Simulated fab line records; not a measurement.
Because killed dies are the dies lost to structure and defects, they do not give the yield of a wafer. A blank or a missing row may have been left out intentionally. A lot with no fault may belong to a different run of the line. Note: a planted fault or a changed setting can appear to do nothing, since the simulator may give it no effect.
fab line records	flow sky130
record lots=11	wafers=32	lastDay=50
route steps=708 shown METAL1@438 VIA1@480 VIA4@657 PAD_OPEN@708
lots that met no fault: taken from a fault-free run of the same line
startH: the number of hours between the record's first day and the start of the first shown wafer of the lot	waitH: how many hours have passed since the lot's step before this one	" identical to the entry in the row above	L1.1+2: a row that stands for several wafers	- no value, or no start given	* or withheld: withheld	< > ~ a bound
route shown NAME@n: a module of which the file shows steps, and the number in the route of the first	usual: mean/standard deviation taken from wafers without a fault	same: alike in all rows	chamber/n: place in a boat	sites: each site's reading	_std_site: standard deviation across them	_edge_site: the outer-site mean with the inner-site mean subtracted	radiusMm: how far each site lies from the wafer's centre	mask NAME#n: copy n	behind: the last tool/chamber to shape the wafer	hold: why the lot went on hold/how many hours it stayed there/how the hold came to an end	device: the n, p or np transistor that did not switch	end of line: tests of these same wafers at the route's end	for a step that has no rows: nothing shown but its recipe	killed: count of dies lost to structure and defects at first sort (not the wafer's yield)	map: a wafer's dies, marking killed ones x, the rest . and places with no die _
set.NAME: the setting as run; set.NAME@STEP: as run at that earlier step	model.NAME: the simulator's own value behind a step, which no gauge read
route steps across a sampled set of lots; one table per step, one row per wafer
services: a tool's chamber out of use, with start hour (startH, from the record's first day; less than 0 if before it), hours out, and reason
## steps
# step SKY_METAL1_SPUTTER_04
# recipe material=TiN	targetThkNm=70	powerW=6500	timeS=58.3	chamberPressurePa=0.4
# usual throttleValvePct=30.2/0.9
lot.wafer	tool	chamber	startH	waitH	throttleValvePct
L858.4	pvdSputter-02	-	737.59	0.0	28.9
L858.5	"	-	"	"	28.9
L858.6	"	-	"	"	31.4
L859.2	pvdSputter-02	-	756.72	0.0	31.5
L859.5	"	-	"	"	31.4
L859.6	"	-	"	"	30.1
L861.1	pvdSputter-02	-	760.01	0.0	29.7
L861.3	"	-	"	"	31.5
L861.5	"	-	"	"	29.7
L863.2	pvdSputter-04	-	782.30	0.0	29.5
L863.4	"	-	"	"	30.6
L863.6	"	-	"	"	29.3
L865.4	pvdSputter-02	-	802.11	0.0	29.1
L865.5	"	-	"	"	31.7
L865.6	"	-	"	"	28.9
L864.1	pvdSputter-04	-	805.99	0.0	29.8
L864.5	"	-	"	"	30.1
L864.6	"	-	"	"	30.3
L869.3	pvdSputter-04	-	824.49	0.0	30.8
L869.6	"	-	"	"	30.5
L870.1	pvdSputter-02	-	836.82	0.0	31.7
L870.2	"	-	"	"	29.4
L870.6	"	-	"	"	28.8
L875.1	pvdSputter-04	-	879.70	0.0	30.2
L875.2	"	-	"	"	30.0
L875.3	"	-	"	"	30.5
L876.3	pvdSputter-04	-	891.12	0.0	30.1
L876.4	"	-	"	"	29.8
L876.5	"	-	"	"	30.1
L881.1	pvdSputter-04	-	909.00	0.0	30.1
L881.2	"	-	"	"	30.8
L881.4	"	-	"	"	29.1
# step SKY_METAL1_DESCUM_17
# recipe chemistry=O2	sourcePowerW=150	biasPowerW=0	pressureMtorr=10	tempC=40	timeS=8
# usual drypumpMotorCurrentA=5.7/0.35	oesProductAu=1.002/0.0083
lot.wafer	tool	chamber	startH	waitH	drypumpMotorCurrentA	oesProductAu	rfHoursCounterH
L858.4	rieMetal-02	0	764.75	0.0	5.0	1.002	-
L858.5	"	0	"	"	5.0	1.003	-
L858.6	"	1	"	"	6.0	1.006	-
L859.2	rieMetal-03	1	784.09	0.0	5.9	1.007	3
L859.5	"	0	"	"	6.1	1.003	-
L859.6	"	1	"	"	5.9	1.009	-
L861.1	rieMetal-04	1	786.54	0.0	5.6	0.993	6
L861.3	"	1	"	"	5.6	0.993	-
L861.5	"	0	"	"	5.6	0.999	-
L863.2	rieMetal-03	1	808.48	0.0	5.9	0.991	4
L863.4	"	0	"	"	6.1	1.012	-
L863.6	"	1	"	"	5.9	1.020	-
L865.4	rieMetal-02	1	829.44	0.0	6.0	1.004	-
L865.5	"	1	"	"	6.0	0.999	-
L865.6	"	0	"	"	5.1	1.004	-
L864.1	rieMetal-04	1	832.88	0.0	5.6	0.983	8
L864.5	"	1	"	"	5.6	0.988	-
L864.6	"	0	"	"	5.6	0.995	-
L869.3	rieMetal-04	0	850.84	0.0	5.6	1.010	-
L869.6	"	1	"	"	5.6	1.005	-
L870.1	rieMetal-02	0	863.56	0.0	5.0	1.011	4
L870.2	"	1	"	"	6.0	0.995	7
L870.6	"	0	"	"	5.0	0.997	-
L875.1	rieMetal-02	1	905.24	0.0	6.0	1.007	9
L875.2	"	0	"	"	5.0	1.013	6
L875.3	"	0	"	"	5.0	1.022	-
L876.3	rieMetal-04	0	916.65	0.0	5.6	0.993	-
L876.4	"	1	"	"	5.6	0.999	-
L876.5	"	1	"	"	5.6	0.990	-
L881.1	rieMetal-03	0	934.38	0.0	6.1	1.003	13
L881.2	"	1	"	"	5.9	1.002	9
L881.4	"	0	"	"	6.1	1.013	-
# step SKY_VIA1_RS_MEAS_22
# recipe thkMeasGauge=four-point-probe	reads=W_of_VIA1_CVD_21+TiN_of_VIA1_SPUTTER_20
# usual VIA1_W_RS=0.425/0.0081
lot.wafer	tool	chamber	startH	waitH	VIA1_W_RS[ohm/sq]
L858.4	filmMetro-01	-	794.76	0.1	0.427
L858.5	"	-	"	"	0.426
L858.6	"	-	"	"	0.422
L859.2	filmMetro-04	-	813.43	0.1	0.429
L859.5	"	-	"	"	0.426
L859.6	"	-	"	"	0.411
L861.1	filmMetro-03	-	815.80	0.1	0.411
L861.3	"	-	"	"	0.427
L861.5	"	-	"	"	0.408
L863.2	filmMetro-01	-	837.59	0.1	0.424
L863.4	"	-	"	"	0.411
L863.6	"	-	"	"	0.413
L865.4	filmMetro-04	-	858.52	0.1	0.439
L865.5	"	-	"	"	0.436
L865.6	"	-	"	"	0.427
L864.1	filmMetro-03	-	861.25	0.1	0.430
L864.5	"	-	"	"	0.423
L864.6	"	-	"	"	0.432
L869.3	filmMetro-04	-	879.48	0.1	0.424
L869.6	"	-	"	"	0.428
L870.1	filmMetro-01	-	892.44	0.1	0.430
L870.2	"	-	"	"	0.427
L870.6	"	-	"	"	0.427
L875.1	filmMetro-01	-	932.13	0.1	0.428
L875.2	"	-	"	"	0.419
L875.3	"	-	"	"	0.421
L876.3	filmMetro-01	-	943.50	0.1	0.428
L876.4	"	-	"	"	0.407
L876.5	"	-	"	"	0.407
L881.1	filmMetro-01	-	962.04	0.1	0.409
L881.2	"	-	"	"	0.428
L881.4	"	-	"	"	0.409
# step SKY_VIA4_CVD_18
# recipe material=W	targetThkNm=505	timeS=152.14	tempC=400	pressureTorr=40
# usual heaterPowerW=848/63
lot.wafer	tool	chamber	startH	waitH	heaterPowerW
L858.4	cvdW-01	0	1005.97	0.1	821
L858.5	"	1	"	"	890
L858.6	"	0	"	"	812
L859.2	cvdW-01	1	1025.62	0.0	906
L859.5	"	0	"	"	834
L859.6	"	1	"	"	910
L861.1	cvdW-02	0	1025.92	0.0	754
L861.3	"	1	"	"	906
L861.5	"	1	"	"	903
L863.2	cvdW-02	1	1044.17	0.1	903
L863.4	"	1	"	"	910
L863.6	"	1	"	"	900
L865.4	cvdW-01	0	1061.99	0.1	814
L865.5	"	0	"	"	819
L865.6	"	1	"	"	904
L864.1	cvdW-02	0	1064.80	0.0	764
L864.5	"	0	"	"	750
L864.6	"	1	"	"	910
L869.3	cvdW-02	0	1081.47	0.1	782
L869.6	"	0	"	"	765
L870.1	cvdW-02	0	1092.17	0.0	763
L870.2	"	1	"	"	894
L870.6	"	1	"	"	899
L875.1	cvdW-01	0	1123.43	0.0	815
L875.2	"	1	"	"	899
L875.3	"	1	"	"	897
L876.3	cvdW-01	0	1132.52	0.1	818
L876.4	"	1	"	"	925
L876.5	"	0	"	"	830
L881.1	cvdW-01	0	1145.60	0.0	829
L881.2	"	1	"	"	896
L881.4	"	0	"	"	826
# step SKY_VIA4_RS_MEAS_19
# recipe thkMeasGauge=four-point-probe	reads=W_of_VIA4_CVD_18+TiN_of_VIA4_SPUTTER_17
# usual VIA4_W_RS=0.225/0.0044
lot.wafer	tool	chamber	startH	waitH	VIA4_W_RS[ohm/sq]
L858.4	filmMetro-03	-	1006.14	0.1	0.217
L858.5	"	-	"	"	0.226
L858.6	"	-	"	"	0.217
L859.2	filmMetro-02	-	1025.79	0.1	0.226
L859.5	"	-	"	"	0.219
L859.6	"	-	"	"	0.226
L861.1	filmMetro-03	-	1026.07	0.1	0.225
L861.3	"	-	"	"	0.228
L861.5	"	-	"	"	0.227
L863.2	filmMetro-01	-	1044.44	0.2	0.227
L863.4	"	-	"	"	0.226
L863.6	"	-	"	"	0.231
L865.4	filmMetro-02	-	1062.15	0.1	0.219
L865.5	"	-	"	"	0.219
L865.6	"	-	"	"	0.224
L864.1	filmMetro-02	-	1064.95	0.1	0.227
L864.5	"	-	"	"	0.231
L864.6	"	-	"	"	0.228
L869.3	filmMetro-02	-	1081.62	0.1	0.227
L869.6	"	-	"	"	0.129
L870.1	filmMetro-02	-	1092.32	0.1	0.225
L870.2	"	-	"	"	0.229
L870.6	"	-	"	"	0.130
L875.1	filmMetro-02	-	1123.58	0.1	0.216
L875.2	"	-	"	"	0.223
L875.3	"	-	"	"	0.225
L876.3	filmMetro-03	-	1132.66	0.1	0.216
L876.4	"	-	"	"	0.226
L876.5	"	-	"	"	0.218
L881.1	filmMetro-02	-	1145.75	0.1	0.217
L881.2	"	-	"	"	0.225
L881.4	"	-	"	"	0.220
# step SKY_VIA4_THK_MEAS_20
# recipe thkMeasGauge=xrf	reads=W_of_VIA4_CVD_18
# usual VIA4_W_THK=497/9.5
lot.wafer	tool	chamber	startH	waitH	VIA4_W_THK[nm]
L858.4	filmMetro-03	-	1006.23	0.1	518
L858.5	"	-	"	"	498
L858.6	"	-	"	"	519
L859.2	filmMetro-02	-	1025.90	0.1	490
L859.5	"	-	"	"	508
L859.6	"	-	"	"	493
L861.1	filmMetro-03	-	1026.19	0.1	498
L861.3	"	-	"	"	494
L861.5	"	-	"	"	496
L863.2	filmMetro-01	-	1044.55	0.1	502
L863.4	"	-	"	"	499
L863.6	"	-	"	"	491
L865.4	filmMetro-02	-	1062.24	0.1	510
L865.5	"	-	"	"	508
L865.6	"	-	"	"	498
L864.1	filmMetro-02	-	1065.07	0.1	488
L864.5	"	-	"	"	482
L864.6	"	-	"	"	485
L869.3	filmMetro-02	-	1081.72	0.1	492
L869.6	"	-	"	"	851
L870.1	filmMetro-02	-	1092.44	0.1	497
L870.2	"	-	"	"	487
L870.6	"	-	"	"	843
L875.1	filmMetro-02	-	1123.70	0.1	518
L875.2	"	-	"	"	500
L875.3	"	-	"	"	498
L876.3	filmMetro-03	-	1132.76	0.1	524
L876.4	"	-	"	"	501
L876.5	"	-	"	"	518
L881.1	filmMetro-02	-	1145.87	0.1	513
L881.2	"	-	"	"	495
L881.4	"	-	"	"	507
# step SKY_VIA4_CMP_21
# recipe stopOn=SiO2	tOverpolishS=25	downForcePsi=3.5	platenRpm=60	targetThkNm=0	padVelocityMS=0.94248
# usual motorCurrentA=11.1/0.8	timeToEndpointS=122/4.3
lot.wafer	tool	chamber	startH	waitH	motorCurrentA	timeToEndpointS
L858.4	cmp-02	1	1006.41	0.2	11.0	136
L858.5	"	2	"	"	10.3	126
L858.6	"	3	"	"	12.2	133
L859.2	cmp-02	3	1026.11	0.2	12.1	120
L859.6	"	1	"	"	10.6	120
L859.5	"	2	"	"	10.9	125
L861.1	cmp-01	0	1026.30	0.1	9.9	121
L861.3	"	1	"	"	11.3	118
L861.5	"	0	"	"	10.2	114
L863.2	cmp-01	0	1044.89	0.3	9.8	121
L863.4	"	1	"	"	11.8	125
L863.6	"	0	"	"	9.7	123
L865.4	cmp-01	2	1062.42	0.2	10.4	129
L865.5	"	3	"	"	11.2	127
L865.6	"	0	"	"	9.7	127
L864.1	cmp-01	1	1065.28	0.2	11.5	120
L864.6	"	2	"	"	10.5	123
L864.5	"	3	"	"	10.7	122
L869.3	cmp-02	3	1081.91	0.2	12.0	117
L869.6	"	0	"	"	11.7	216
L870.2	cmp-01	3	1092.52	0.1	10.4	115
L870.1	"	1	"	"	11.0	126
L870.6	"	3	"	"	11.9	210
L875.1	cmp-02	0	1123.76	0.1	12.7	127
L875.2	"	1	"	"	10.8	124
L875.3	"	2	"	"	11.8	121
L876.4	cmp-01	0	1132.85	0.1	10.5	118
L876.3	"	2	"	"	10.8	127
L876.5	"	0	"	"	10.0	124
L881.1	cmp-02	3	1145.93	0.1	12.1	128
L881.2	"	0	"	"	12.5	129
L881.4	"	2	"	"	10.4	125
# step SKY_PAD_OPEN_PROBE_99
# usual defectLimitedYield=82.5/2	killed_at_M0_to_M3=44/7	killed_at_M4_up=3.0/1.7	killedAtContacts=24/5.2	killedAtFrontEnd=15/4.8	killedAtOther=0.2/0.56	killedDies=86/9.7	killedOpen=47/7.1	killedShort=39/6.3	sort_bin_3_pad_short=0.9/0.4	sort_bin_5_function=10.3/1.6	sort_bin_6_memory=6.3/1.2	sortNPass=406/9.7	sortYieldPct=82.5/2
# same grossDies=492	killedAtBackSide=0	sort_bin_4_leakage[%]=0	sort_bin_8_speed[%]=0
lot.wafer	tool	chamber	startH	waitH	defectLimitedYield[%]	killed_at_M0_to_M3	killed_at_M4_up	killedAtContacts	killedAtFrontEnd	killedAtOther	killedDies	killedOpen	killedShort	sort_bin_3_pad_short[%]	sort_bin_5_function[%]	sort_bin_6_memory[%]	sortNPass	sortYieldPct[%]
L858.4	prober-02	-	1078.09	0.2	79.7	55	2	22	21	0	100	52	46	1.2	10.6	8.5	392	79.7
L858.5	prober-02	-	1078.14	0.2	82.7	47	1	16	20	1	85	40	44	1.6	10.0	5.7	407	82.7
L858.6	prober-02	-	1078.19	0.2	81.7	55	4	16	14	1	90	57	33	1.2	10.4	6.7	402	81.7
L859.2	prober-02	-	1096.88	0.1	82.7	45	2	24	14	0	85	48	37	0.4	8.7	8.1	407	82.7
L859.5	prober-02	-	1097.03	0.2	81.7	46	4	20	19	1	90	46	43	1.0	10.4	6.9	402	81.7
L859.6	prober-02	-	1097.08	0.2	83.1	47	4	24	8	0	83	43	40	1.4	10.6	4.9	409	83.1
L861.1	prober-01	-	1097.44	0.1	82.5	44	0	28	14	0	86	41	45	1.0	9.1	7.3	406	82.5
L861.3	prober-01	-	1097.54	0.2	81.3	51	3	23	15	0	92	57	35	1.4	8.7	8.5	400	81.3
L861.5	prober-01	-	1097.64	0.2	82.3	42	4	23	18	0	87	48	39	0.6	10.4	6.7	405	82.3
L863.2	prober-01	-	1112.09	0.1	79.3	45	7	24	26	0	102	52	50	1.2	11.6	7.9	390	79.3
L863.4	prober-01	-	1112.19	0.2	81.7	50	2	20	18	0	90	47	43	1.0	10.8	6.5	402	81.7
L863.6	prober-01	-	1112.29	0.2	85.0	42	1	22	9	0	74	43	31	0.6	8.7	5.7	418	85.0
L865.4	prober-02	-	1128.03	0.2	82.3	44	2	32	9	0	87	53	34	0.6	11.2	5.9	405	82.3
L865.5	prober-02	-	1128.08	0.2	82.1	50	2	29	7	0	88	51	37	0.4	10.8	6.7	404	82.1
L865.6	prober-02	-	1128.13	0.2	80.9	55	4	21	14	0	94	50	43	0.8	11.6	6.7	398	80.9
L864.1	prober-01	-	1130.08	0.1	85.0	34	1	31	7	1	74	49	25	0.6	8.3	6.1	418	85.0
L864.5	prober-01	-	1130.28	0.2	83.3	42	6	20	14	0	82	41	41	0.6	11.4	4.7	410	83.3
L864.6	prober-01	-	1130.33	0.2	83.9	37	3	30	9	0	79	48	31	0.4	8.7	6.9	413	83.9
L869.3	prober-01	-	1144.87	0.2	84.1	30	2	30	16	0	78	41	37	0.2	10.8	4.9	414	84.1
L869.6	prober-01	-	1145.02	0.2	79.1	54	2	30	17	0	103	61	41	0.8	12.6	7.5	389	79.1
L870.1	prober-02	-	1155.19	0.1	80.7	47	5	32	11	0	95	56	39	1.2	11.2	6.9	397	80.7
L870.2	prober-02	-	1155.24	0.1	81.3	51	3	25	11	2	92	56	34	0.4	11.6	6.7	400	81.3
L870.6	prober-02	-	1155.44	0.2	81.5	47	5	29	8	2	91	54	37	0.8	10.0	7.7	401	81.5
L875.1	prober-02	-	1182.66	0.1	81.9	48	2	24	14	1	89	41	48	0.8	11.0	6.3	403	81.9
L875.2	prober-02	-	1182.71	0.1	82.7	47	3	21	14	0	85	49	36	0.6	8.1	8.5	407	82.7
L875.3	prober-02	-	1182.76	0.2	81.9	47	5	25	12	0	89	47	42	1.6	10.0	6.5	403	81.9
L876.3	prober-02	-	1189.13	0.2	85.8	32	1	25	11	1	70	34	36	0.4	8.3	5.5	422	85.8
L876.4	prober-02	-	1189.18	0.2	82.5	37	3	27	17	2	86	53	33	1.2	10.8	5.5	406	82.5
L876.5	prober-02	-	1189.23	0.2	83.3	41	4	22	15	0	82	39	43	1.0	8.5	7.1	410	83.3
L881.1	prober-02	-	1200.04	0.1	81.7	40	3	32	15	0	90	54	36	0.2	12.2	5.9	402	81.7
L881.2	prober-02	-	1200.09	0.1	81.9	36	5	29	19	0	89	45	42	0.4	11.4	6.3	403	81.9
L881.4	prober-02	-	1200.19	0.2	78.5	64	3	22	17	0	106	50	55	1.4	14.0	6.1	386	78.5
# killed by level:class
L858.4 VIA1:geometricParticle:open=11 METAL2:geometricParticle:short=10 LI_CONTACT:geometricParticle:open=8 CONTACT:geometricParticle:open=8 VIA2:geometricParticle:open=8 FIELD_ISO:geometricParticle:short=6 VIA1:geometricParticle:short=5 POLY_GATE:geometricParticle:open=4
L858.5 VIA1:geometricParticle:open=9 FIELD_ISO:geometricParticle:short=8 LI_CONTACT:geometricParticle:open=7 VIA2:geometricParticle:open=7 VIA3:geometricParticle:open=6 VIA2:geometricParticle:short=5 METAL3:geometricParticle:short=5 METAL2:geometricParticle:short=4
L858.6 VIA1:geometricParticle:open=26 LI_CONTACT:geometricParticle:open=8 VIA2:geometricParticle:open=7 FIELD_ISO:geometricParticle:open=5 POLY_GATE:geometricParticle:short=4 METAL1:geometricParticle:short=4 VIA1:geometricParticle:short=4 METAL4:geometricParticle:short=4
L859.2 VIA1:geometricParticle:open=10 CONTACT:geometricParticle:open=9 METAL2:geometricParticle:short=8 LI_CONTACT:geometricParticle:open=7 VIA3:geometricParticle:open=6 POLY_GATE:geometricParticle:open=5 CONTACT:geometricParticle:short=5 VIA2:geometricParticle:open=5
L859.5 CONTACT:geometricParticle:open=11 VIA1:geometricParticle:open=10 POLY_GATE:geometricParticle:short=7 VIA1:geometricParticle:short=7 POLY_GATE:geometricParticle:open=6 VIA2:geometricParticle:open=6 METAL2:geometricParticle:short=5 VIA2:geometricParticle:short=5
L859.6 VIA1:geometricParticle:open=10 LI_CONTACT:geometricParticle:open=9 LI_CONTACT:geometricParticle:short=5 CONTACT:geometricParticle:open=5 METAL1:geometricParticle:short=5 VIA1:geometricParticle:short=5 METAL2:geometricParticle:short=5 METAL1:geometricParticle:open=4
L861.1 VIA1:geometricParticle:short=12 VIA1:geometricParticle:open=10 CONTACT:geometricParticle:open=8 LI_CONTACT:geometricParticle:open=6 VIA2:geometricParticle:open=6 LOCAL_INTERCONNECT:geometricParticle:short=5 CONTACT:geometricParticle:short=5 FIELD_ISO:geometricParticle:short=4
L861.3 VIA1:geometricParticle:open=14 CONTACT:geometricParticle:open=8 VIA3:geometricParticle:open=8 METAL3:geometricParticle:short=6 VIA2:geometricParticle:open=6 FIELD_ISO:geometricParticle:open=5 LI_CONTACT:geometricParticle:open=5 LI_CONTACT:geometricParticle:short=5
L861.5 CONTACT:geometricParticle:open=13 VIA1:geometricParticle:open=13 METAL2:geometricParticle:short=9 LI_CONTACT:geometricParticle:open=6 FIELD_ISO:geometricParticle:open=5 METAL1:geometricParticle:short=5 VIA1:geometricParticle:short=5 FIELD_ISO:geometricParticle:short=4
L863.2 CONTACT:geometricParticle:open=10 FIELD_ISO:geometricParticle:open=8 VIA1:geometricParticle:short=7 METAL2:geometricParticle:short=7 CONTACT:geometricParticle:short=5 METAL1:geometricParticle:short=5 VIA1:geometricParticle:open=5 VIA3:geometricParticle:open=5
L863.4 VIA1:geometricParticle:open=10 VIA3:geometricParticle:open=10 METAL1:geometricParticle:short=8 FIELD_ISO:geometricParticle:open=6 CONTACT:geometricParticle:open=6 FIELD_ISO:geometricParticle:short=5 LI_CONTACT:geometricParticle:short=4 CONTACT:geometricParticle:short=4
L863.6 VIA3:geometricParticle:open=9 VIA1:geometricParticle:open=9 CONTACT:geometricParticle:open=8 METAL1:geometricParticle:short=5 VIA2:geometricParticle:open=5 FIELD_ISO:geometricParticle:open=4 CONTACT:geometricParticle:short=4 LOCAL_INTERCONNECT:geometricParticle:short=3
L865.4 CONTACT:geometricParticle:open=11 VIA1:geometricParticle:open=11 VIA3:geometricParticle:open=7 LI_CONTACT:geometricParticle:open=6 VIA1:geometricParticle:short=6 LI_CONTACT:geometricParticle:short=5 LOCAL_INTERCONNECT:geometricParticle:short=5 METAL1:geometricParticle:short=5
L865.5 VIA1:geometricParticle:open=13 LI_CONTACT:geometricParticle:open=10 CONTACT:geometricParticle:open=8 VIA1:geometricParticle:short=8 VIA3:geometricParticle:open=7 LOCAL_INTERCONNECT:geometricParticle:short=5 VIA2:geometricParticle:short=5 VIA2:geometricParticle:open=5
L865.6 VIA3:geometricParticle:open=11 VIA1:geometricParticle:open=11 VIA2:geometricParticle:open=7 CONTACT:geometricParticle:open=6 METAL1:geometricParticle:short=6 FIELD_ISO:geometricParticle:open=5 FIELD_ISO:geometricParticle:short=5 LI_CONTACT:geometricParticle:short=4
L864.1 LI_CONTACT:geometricParticle:open=13 VIA1:geometricParticle:open=11 CONTACT:geometricParticle:open=8 VIA2:geometricParticle:open=7 CONTACT:geometricParticle:short=6 VIA3:geometricParticle:open=6 METAL2:geometricParticle:short=4 LOCAL_INTERCONNECT:geometricParticle:short=3
L864.5 METAL2:geometricParticle:short=10 VIA1:geometricParticle:open=9 CONTACT:geometricParticle:open=6 CONTACT:geometricParticle:short=6 VIA2:geometricParticle:open=6 METAL1:geometricParticle:short=5 FIELD_ISO:geometricParticle:open=4 METAL4:geometricParticle:short=4
L864.6 CONTACT:geometricParticle:open=11 LI_CONTACT:geometricParticle:open=8 VIA3:geometricParticle:open=8 VIA1:geometricParticle:open=7 LI_CONTACT:geometricParticle:short=5 VIA2:geometricParticle:open=5 VIA1:geometricParticle:short=4 VIA2:geometricParticle:short=4
L869.3 LI_CONTACT:geometricParticle:open=10 LI_CONTACT:geometricParticle:short=7 VIA1:geometricParticle:open=7 FIELD_ISO:geometricParticle:open=6 FIELD_ISO:geometricParticle:short=6 CONTACT:geometricParticle:open=6 VIA3:geometricParticle:open=5 VIA2:geometricParticle:short=5
L869.6 CONTACT:geometricParticle:open=13 VIA1:geometricParticle:open=11 VIA3:geometricParticle:open=11 VIA2:geometricParticle:open=9 CONTACT:geometricParticle:short=7 METAL2:geometricParticle:short=6 POLY_GATE:geometricParticle:open=5 METAL1:geometricParticle:short=5
L870.1 VIA1:geometricParticle:open=13 CONTACT:geometricParticle:open=11 VIA3:geometricParticle:open=8 LI_CONTACT:geometricParticle:open=8 VIA3:geometricParticle:short=7 VIA2:geometricParticle:open=7 LOCAL_INTERCONNECT:geometricParticle:short=6 VIA1:geometricParticle:short=5
L870.2 VIA1:geometricParticle:open=13 CONTACT:geometricParticle:open=12 VIA3:geometricParticle:open=9 VIA1:geometricParticle:short=7 VIA2:geometricParticle:open=7 LI_CONTACT:geometricParticle:open=5 LOCAL_INTERCONNECT:geometricParticle:short=5 METAL1:geometricParticle:short=4
L870.6 VIA1:geometricParticle:open=13 CONTACT:geometricParticle:open=10 LI_CONTACT:geometricParticle:open=8 VIA3:geometricParticle:open=7 VIA2:geometricParticle:short=7 METAL1:geometricParticle:short=6 CONTACT:geometricParticle:short=5 FIELD_ISO:geometricParticle:open=4
L875.1 VIA1:geometricParticle:open=12 VIA2:geometricParticle:short=9 CONTACT:geometricParticle:open=8 VIA1:geometricParticle:short=8 LOCAL_INTERCONNECT:geometricParticle:short=5 FIELD_ISO:geometricParticle:open=4 POLY_GATE:geometricParticle:open=4 LI_CONTACT:geometricParticle:open=4
L875.2 VIA1:geometricParticle:open=14 CONTACT:geometricParticle:open=11 VIA3:geometricParticle:open=10 METAL2:geometricParticle:short=6 FIELD_ISO:geometricParticle:open=5 LOCAL_INTERCONNECT:geometricParticle:short=5 VIA1:geometricParticle:short=5 FIELD_ISO:geometricParticle:short=4
L875.3 VIA1:geometricParticle:open=11 CONTACT:geometricParticle:open=9 LI_CONTACT:geometricParticle:open=6 VIA2:geometricParticle:open=6 VIA1:geometricParticle:short=5 VIA3:geometricParticle:open=5 FIELD_ISO:geometricParticle:open=4 LOCAL_INTERCONNECT:geometricParticle:short=4
L876.3 VIA1:geometricParticle:open=8 LI_CONTACT:geometricParticle:open=7 LOCAL_INTERCONNECT:geometricParticle:short=7 METAL1:geometricParticle:short=5 CONTACT:geometricParticle:short=4 POLY_GATE:geometricParticle:open=3 LI_CONTACT:geometricParticle:short=3 CONTACT:geometricParticle:open=3
L876.4 VIA1:geometricParticle:open=13 CONTACT:geometricParticle:open=11 VIA2:geometricParticle:open=9 FIELD_ISO:geometricParticle:short=6 LI_CONTACT:geometricParticle:open=6 POLY_GATE:geometricParticle:short=5 VIA3:geometricParticle:open=5 CONTACT:geometricParticle:short=4
L876.5 CONTACT:geometricParticle:open=10 VIA3:geometricParticle:open=9 FIELD_ISO:geometricParticle:short=6 METAL1:geometricParticle:short=6 VIA1:geometricParticle:open=6 METAL2:geometricParticle:short=6 VIA1:geometricParticle:short=5 VIA2:geometricParticle:open=5
L881.1 CONTACT:geometricParticle:open=11 LI_CONTACT:geometricParticle:open=9 VIA2:geometricParticle:open=8 VIA1:geometricParticle:open=7 METAL2:geometricParticle:short=7 POLY_GATE:geometricParticle:open=5 LOCAL_INTERCONNECT:geometricParticle:short=5 CONTACT:geometricParticle:short=5
L881.2 CONTACT:geometricParticle:open=10 VIA2:geometricParticle:open=7 FIELD_ISO:geometricParticle:short=6 VIA3:geometricParticle:open=6 CONTACT:geometricParticle:short=5 VIA1:geometricParticle:open=5 FIELD_ISO:geometricParticle:open=4 LI_CONTACT:geometricParticle:short=4
L881.4 VIA1:geometricParticle:short=11 VIA2:geometricParticle:open=10 VIA1:geometricParticle:open=9 METAL2:geometricParticle:short=9 VIA3:geometricParticle:open=8 LI_CONTACT:geometricParticle:open=7 FIELD_ISO:geometricParticle:short=6 CONTACT:geometricParticle:open=6
## services
tool	chamber	startH	hours	kind
pvdSputter-04	-	729.79	3.8	repair
cmp-01	-	744.00	4.0	pm
pvdSputter-04	-	752.41	1.8	repair
cvdW-02	1	754.06	12.7	repair
cmp-01	-	758.75	1.3	repair
cvdW-01	-	865.50	1.5	repair
cvdW-01	-	887.66	6.9	pm
cvdW-01	-	904.00	14.0	pm
pvdSputter-04	-	904.16	0.9	repair
cmp-02	-	912.00	4.0	pm
cmp-01	-	918.50	5.3	pm
cmp-01	-	926.55	3.8	repair
cmp-01	-	926.73	5.7	repair
cvdW-01	-	940.28	2.8	pm
cvdW-02	1	943.49	7.7	repair
pvdSputter-04	-	963.20	8.8	repair
pvdSputter-04	-	992.93	1.3	repair
cmp-02	-	993.62	0.6	repair
cmp-02	-	1041.12	4.7	pm
cvdW-02	0	1043.97	16.5	repair
pvdSputter-04	-	1049.80	10.7	repair
pvdSputter-04	-	1066.53	0.6	repair
cmp-01	-	1084.11	4.0	pm
pvdSputter-04	-	1122.99	1.6	repair
## key
firstSign step=SKY_VIA4_RS_MEAS_19	reading=VIA4_W_RS	direction=down	sigmas=22	usual=0.225	struck=0.129
effect step=SKY_VIA4_THK_MEAS_20	reading=VIA4_W_THK	direction=up	sigmas=37	usual=497	struck=847
effect step=SKY_VIA4_CMP_21	reading=timeToEndpointS	direction=up	sigmas=21	usual=*	struck=*
metAt SKY_VIA4_CVD_18
struckLots L869,L870
struckWafers L869.6,L870.6
notActingAt SKY_METAL1_SPUTTER_04,SKY_METAL1_DESCUM_17,SKY_VIA1_RS_MEAS_22
onsetBetween 1064.80 1081.47
fault kind=processParameterDrift	tool=cvdW-02	chamber=-	onsetH=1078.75	steps=SKY_VIA4_CVD_18	channel=targetThkNm	offset=377	shape=step	endH=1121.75	scope=struckWafersOnly	actsIn=theseRecipesOnly	stated=505
